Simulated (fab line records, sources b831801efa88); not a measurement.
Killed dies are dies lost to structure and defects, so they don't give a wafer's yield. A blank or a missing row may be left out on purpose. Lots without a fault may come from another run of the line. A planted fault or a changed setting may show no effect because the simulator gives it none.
Chamber matching | flow gf180mcu | GF_V3_CMP_04 on cmp-02: 4 sister chambers
The step polishes SiO2. 4 wafers are shown with their chamber, then 8 later ones without.

WAFERS WITH THEIR CHAMBER
wafer  | chamber | motor_current_A (A)
L598.1 | 3       | 13.1
L605.2 | 0       | 9.7
L610.6 | 2       | 12.5
L616.4 | 1       | 12.6

WAFERS WITHOUT THEIR CHAMBER
wafer  | motor_current_A (A)
L616.5 | 12.4
L616.6 | 11.8
L620.2 | 13.8
L620.4 | 12.7
L620.6 | 9.3
L621.1 | 12.5
L621.5 | 12.2
L621.6 | 9.1

WHICH CHAMBER EACH WENT THROUGH
wafer  | from the rows above          | in truth
L616.5 | can't be placed: 2 or 1 or 3 | 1
L616.6 | can't be placed: 2 or 1 or 3 | 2
L620.2 | can't be placed: 3 or 1 or 2 | 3
L620.4 | can't be placed: 1 or 2 or 3 | 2
L620.6 | 0                            | 0
L621.1 | can't be placed: 2 or 1 or 3 | 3
L621.5 | can't be placed: 2 or 1 or 3 | 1
L621.6 | 0                            | 0
Placed correctly: 2 of 8. Can't be placed from these rows: 6 (the true chamber is among the candidates in 6). Placed wrongly: 0.
How it was worked out, from the rows above alone: a wafer's distance from a chamber is the root of the sum, over the readings, of the square of ((its reading less the chamber's mean) divided by the reading's scatter). The wafer belongs to the nearest chamber; if the next one is less than 2 further off, it can't be placed. A chamber's mean is the mean of its shown wafers. The scatter: with one shown wafer a chamber, the root of the mean of the squares of how far each hidden wafer lies from its nearest shown one.
